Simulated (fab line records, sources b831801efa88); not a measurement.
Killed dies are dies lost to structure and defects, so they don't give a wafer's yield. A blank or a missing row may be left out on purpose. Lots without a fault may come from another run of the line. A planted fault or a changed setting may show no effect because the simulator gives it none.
fab line records | flow gf180mcu
record lots=12 wafers=36 last_day=34
route steps=602 shown M1@319 M2@363 M3@424
lots that met no fault: from a run of the same line without faults
start_h: hours from the record's first day to the start of the lot's first wafer shown | wait_h: hours since the lot's step before | " the same as in the row above | L1.1+2: a row that stands for several wafers | - no value, or no start given | * or withheld: withheld | < > ~ a bound
route shown NAME@n: a module of which the file shows steps, and the number in the route of the first | usual: mean/standard deviation of fault-free wafers | same: alike in all rows | chamber/n: place in a boat | sites: the reading at each site | _std_site: their standard deviation | _edge_site: outer sites' mean less inner sites' | radius_mm: how far each site lies from the wafer's centre | mask NAME#n: copy n | behind: the tool/chamber that last shaped the wafer | hold: why the lot was held/for how many hours/how that ended | device: the transistor (n, p or np) that didn't switch | end of line: the same wafers' tests at the end of the route | a step without rows: its recipe alone | killed: dies lost to structure and defects at the first sort, not the wafer's yield | map: a wafer's dies, x killed, . not, _ none there
set.NAME: the setting as run; set.NAME@STEP: as run at that earlier step | model.NAME: the simulator's own value behind a step, which no gauge read
steps of the route over a sample of lots; a table a step, a row a wafer
services: from which hour (start_h, from the record's first day; less than 0 if before it) a tool's chamber was out of use, for how many hours, and why
## steps
# step GF_M1_SPUTTER_04
# recipe material=TiN target_thk_nm=50 power_w=6500 time_s=41.7 chamber_pressure_pa=0.4
# usual throttle_valve_pct=30.1/1.3
# columns lot.wafer tool chamber start_h wait_h throttle_valve_pct
L764.2 pvd_sputter-01 - 368.84 0.0 29.8
L764.4 " - " " 30.4
L764.6 " - " " 28.8
L765.1 pvd_sputter-01 - 390.86 0.0 29.2
L765.4 " - " " 30.0
L765.6 " - " " 29.8
L767.1 pvd_sputter-03 - 405.63 0.0 29.9
L767.4 " - " " 33.4
L767.6 " - " " 30.1
L766.1 pvd_sputter-01 - 410.17 0.0 29.8
L766.5 " - " " 28.8
L766.6 " - " " 29.7
L770.1 pvd_sputter-03 - 436.50 0.0 33.5
L770.2 " - " " 29.1
L770.4 " - " " 31.3
L772.1 pvd_sputter-02 - 459.50 0.0 29.8
L772.5 " - " " 30.0
L772.6 " - " " 30.3
L776.1 pvd_sputter-01 - 485.88 0.0 29.0
L776.3 " - " " 29.5
L776.5 " - " " 28.9
L780.1 pvd_sputter-03 - 518.95 0.0 30.9
L780.2 " - " " 29.9
L780.3 " - " " 28.8
L781.1 pvd_sputter-01 - 519.51 0.0 29.2
L781.2 " - " " 30.3
L781.6 " - " " 29.6
L783.2 pvd_sputter-03 - 541.58 0.0 31.2
L783.3 " - " " 30.1
L783.6 " - " " 31.4
L784.1 pvd_sputter-03 - 548.83 0.0 33.6
L784.5 " - " " 31.3
L784.6 " - " " 28.8
L785.3 pvd_sputter-01 - 559.28 0.0 29.1
L785.5 " - " " 30.4
L785.6 " - " " 29.8
# step GF_M2_SPUTTER_01
# recipe material=TiN target_thk_nm=30 power_w=6500 time_s=25 chamber_pressure_pa=0.4
# usual throttle_valve_pct=30.3/1.2
# columns lot.wafer tool chamber start_h wait_h throttle_valve_pct
L764.2 pvd_sputter-02 - 417.87 0.1 29.9
L764.4 " - " " 29.6
L764.6 " - " " 30.0
L765.1 pvd_sputter-03 - 441.66 0.1 31.3
L765.4 " - " " 30.0
L765.6 " - " " 29.0
L767.1 pvd_sputter-03 - 457.45 0.1 33.3
L767.4 " - " " 30.2
L767.6 " - " " 30.1
L766.1 pvd_sputter-04 - 462.38 0.1 28.7
L766.5 " - " " 30.4
L766.6 " - " " 28.9
L770.1 pvd_sputter-04 - 488.35 0.1 30.6
L770.2 " - " " 29.7
L770.4 " - " " 29.0
L772.1 pvd_sputter-02 - 511.65 0.1 30.3
L772.5 " - " " 31.7
L772.6 " - " " 29.9
L776.1 pvd_sputter-04 - 536.27 0.1 31.1
L776.3 " - " " 29.3
L776.5 " - " " 28.9
L780.1 pvd_sputter-02 - 567.27 0.1 31.7
L780.2 " - " " 29.7
L780.3 " - " " 30.2
L781.1 pvd_sputter-04 - 568.13 0.1 29.0
L781.2 " - " " 30.5
L781.6 " - " " 28.7
L783.2 pvd_sputter-02 - 589.47 0.1 29.8
L783.3 " - " " 31.7
L783.6 " - " " 29.9
L784.1 pvd_sputter-03 - 596.21 0.1 28.8
L784.5 " - " " 29.0
L784.6 " - " " 31.1
L785.3 pvd_sputter-03 - 606.59 0.1 31.2
L785.5 " - " " 31.4
L785.6 " - " " 28.8
# step GF_M2_COAT_09
# recipe resist=KrF spin_rpm=withheld resist_thk_nm=1000
# columns lot.wafer tool chamber start_h wait_h
L764.2+4+6 litho_track-03 0 430.49 0.1
L765.1+4+6 litho_track-03 0 454.41 0.1
L767.1+4+6 litho_track-03 0 468.36 0.1
L766.1+5+6 litho_track-04 0 474.14 0.1
L770.1+2+4 litho_track-03 0 500.66 0.1
L772.1+5+6 litho_track-04 0 522.18 0.1
L776.1+3+5 litho_track-03 0 547.31 0.1
L780.1+2+3 litho_track-04 0 579.03 0.1
L781.1+2+6 litho_track-04 0 579.63 0.1
L783.2+3+6 litho_track-01 0 600.98 0.1
L784.1+5+6 litho_track-01 0 607.35 0.1
L785.3+5+6 litho_track-03 0 616.76 0.1
# step GF_M2_STRIP_17
# recipe chemistry=O2/N2 power_w=1400 pressure_mtorr=1500 platen_temp_c=250 o2_flow_sccm=3000 n2_flow_sccm=300 overash_fraction=0.5
# usual drypump_motor_current_A=5.67/0.26 heater_power_w=340/24 n2_flow_sccm=300.0/0.87 oes_product_au=0.538/0.0052 strip_time_to_endpoint_s=7.40/0.063
# columns lot.wafer tool chamber start_h wait_h drypump_motor_current_A heater_power_w n2_flow_sccm oes_product_au rf_hours_counter_h strip_time_to_endpoint_s
L764.2 plasma_asher-02 1 442.87 0.1 5.89 330 298.9 0.538 32 7.39
L764.4 " 1 " " 5.88 328 299.3 0.542 - 7.40
L764.6 " 0 " " 5.57 320 300.9 0.533 - 7.40
L765.1 plasma_asher-04 1 467.12 0.2 5.63 381 299.8 0.539 66 7.41
L765.4 " 0 " " 5.07 350 300.5 0.542 - 7.39
L765.6 " 1 " " 5.63 386 301.5 0.546 - 7.39
L767.1 plasma_asher-04 0 481.79 0.1 5.07 358 300.6 0.535 68 7.30
L767.4 " 1 " " 5.60 395 300.9 0.539 - 7.45
L767.6 " 0 " " 5.12 349 300.4 0.531 - 7.35
L766.1 plasma_asher-01 0 486.39 0.1 5.90 319 299.4 0.532 5 7.42
L766.5 " 0 " " 5.89 313 301.1 0.532 - 7.32
L766.6 " 1 " " 5.74 360 300.1 0.537 - 7.44
L770.1 plasma_asher-01 1 513.19 0.1 5.77 357 300.7 0.538 8 7.43
L770.2 " 0 " " 5.89 311 299.3 0.536 8 7.31
L770.4 " 1 " " 5.76 360 300.5 0.537 - 7.29
L772.1 plasma_asher-01 0 534.52 0.1 5.89 306 298.3 0.525 10 7.31
L772.5 " 1 " " 5.77 367 299.4 0.541 - 7.41
L772.6 " 0 " " 5.91 306 300.5 0.542 - 7.32
L776.1 plasma_asher-01 1 559.79 0.1 5.71 362 300.5 0.530 12 7.40
L776.3 " 1 " " 5.72 361 301.2 0.544 - 7.49
L776.5 " 0 " " 5.88 312 299.5 0.539 - 7.41
L780.1 plasma_asher-04 1 590.04 0.1 5.64 373 299.0 0.556 79 7.87
L780.2 " 0 " " 5.06 352 300.1 0.557 79 7.98
L780.3 " 0 " " 5.06 362 302.0 0.566 - 7.99
L781.1 plasma_asher-02 1 590.67 0.1 5.90 323 300.5 0.554 45 7.93
L781.2 " 0 " " 5.57 322 299.3 0.559 45 7.97
L781.6 " 0 " " 5.56 324 300.1 0.561 - 7.90
L783.2 plasma_asher-04 0 611.97 0.2 5.11 353 298.4 0.544 82 7.42
L783.3 " 1 " " 5.63 377 300.7 0.542 - 7.40
L783.6 " 0 " " 5.09 355 299.3 0.545 - 7.47
L784.1 plasma_asher-01 0 617.87 0.2 5.90 317 299.2 0.538 19 7.45
L784.5 " 0 " " 5.88 312 297.3 0.536 - 7.46
L784.6 " 1 " " 5.74 362 300.5 0.541 - 7.50
L785.3 plasma_asher-01 1 628.52 0.1 5.74 360 299.7 0.535 - 7.31
L785.5 " 1 " " 5.73 357 300.5 0.531 - 7.33
L785.6 " 0 " " 5.91 311 299.4 0.544 - 7.48
# step GF_M3_OVL_MEAS_15
# usual M3_OVL=1/4.7
# columns lot.wafer tool chamber start_h wait_h M3_OVL[nm]
L764.2 overlay-02 - 495.13 0.1 -3
L764.4 " - " " -7
L764.6 " - " " -1
L765.1 overlay-02 - 518.52 0.1 0
L765.4 " - " " -5
L765.6 " - " " 7
L767.1 overlay-01 - 531.97 0.1 2
L767.4 " - " " 2
L767.6 " - " " 2
L766.1 overlay-02 - 537.60 0.1 3
L766.5 " - " " 8
L766.6 " - " " 4
L770.1 overlay-01 - 563.10 0.1 7
L770.2 " - " " 1
L770.4 " - " " -1
L772.1 overlay-01 - 582.07 0.1 -2
L772.5 " - " " -4
L772.6 " - " " -2
L776.1 overlay-01 - 606.60 0.1 2
L776.3 " - " " 2
L776.5 " - " " 1
L780.1 overlay-01 - 636.65 0.1 3
L780.2 " - " " -3
L780.3 " - " " 7
L781.1 overlay-01 - 636.97 0.1 -2
L781.2 " - " " 2
L781.6 " - " " 4
L783.2 overlay-01 - 657.08 0.1 -2
L783.3 " - " " 0
L783.6 " - " " 2
L784.1 overlay-01 - 662.42 0.1 6
L784.5 " - " " 5
L784.6 " - " " 4
L785.3 overlay-02 - 671.28 0.1 3
L785.5 " - " " -5
L785.6 " - " " 4
## services
# columns tool chamber start_h hours kind
plasma_asher-02 - 346.42 10.3 pm
pvd_sputter-03 0 376.73 - consumable_replace:kit
pvd_sputter-03 0 376.73 18.0 scheduled_down
pvd_sputter-03 0 376.73 18.0 vent_cycle
pvd_sputter-02 - 403.23 2.4 repair
plasma_asher-01 - 414.76 14.6 pm
plasma_asher-01 - 429.36 9.0 pm
plasma_asher-01 0 429.36 9.0 vent_cycle
plasma_asher-01 1 429.36 9.0 vent_cycle
plasma_asher-01 - 433.02 1.7 repair
plasma_asher-02 - 503.16 0.6 repair
pvd_sputter-01 - 523.28 27.0 repair
pvd_sputter-03 - 526.60 4.3 repair
plasma_asher-01 - 538.05 7.1 repair
pvd_sputter-02 - 538.43 3.1 repair
plasma_asher-04 - 539.74 4.3 pm
pvd_sputter-02 - 540.88 0.7 repair
plasma_asher-04 - 544.45 4.0 pm
pvd_sputter-02 - 547.45 12.8 repair
pvd_sputter-03 - 556.24 15.3 repair
plasma_asher-02 - 557.85 31.1 repair
plasma_asher-02 - 577.76 2.8 repair
pvd_sputter-04 - 604.02 46.8 repair
pvd_sputter-02 - 628.19 1.6 repair
## key
first_sign step=GF_M2_STRIP_17 reading=strip_time_to_endpoint_s direction=up sigmas=8.6 usual=* struck=*
effect step=GF_M2_STRIP_17 reading=oes_product_au direction=up sigmas=4 usual=0.538 struck=0.559
met_at GF_M2_COAT_09
struck_lots L780,L781
not_acting_at GF_M1_SPUTTER_04,GF_M2_SPUTTER_01,GF_M3_OVL_MEAS_15
onset_between 522.18 579.03
fault kind=process_parameter_drift tool=litho_track-04 chamber=- onset_h=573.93 steps=GF_M2_COAT_09 channel=resist_thk_nm offset=* shape=step end_h=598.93 acts_in=* stated=*
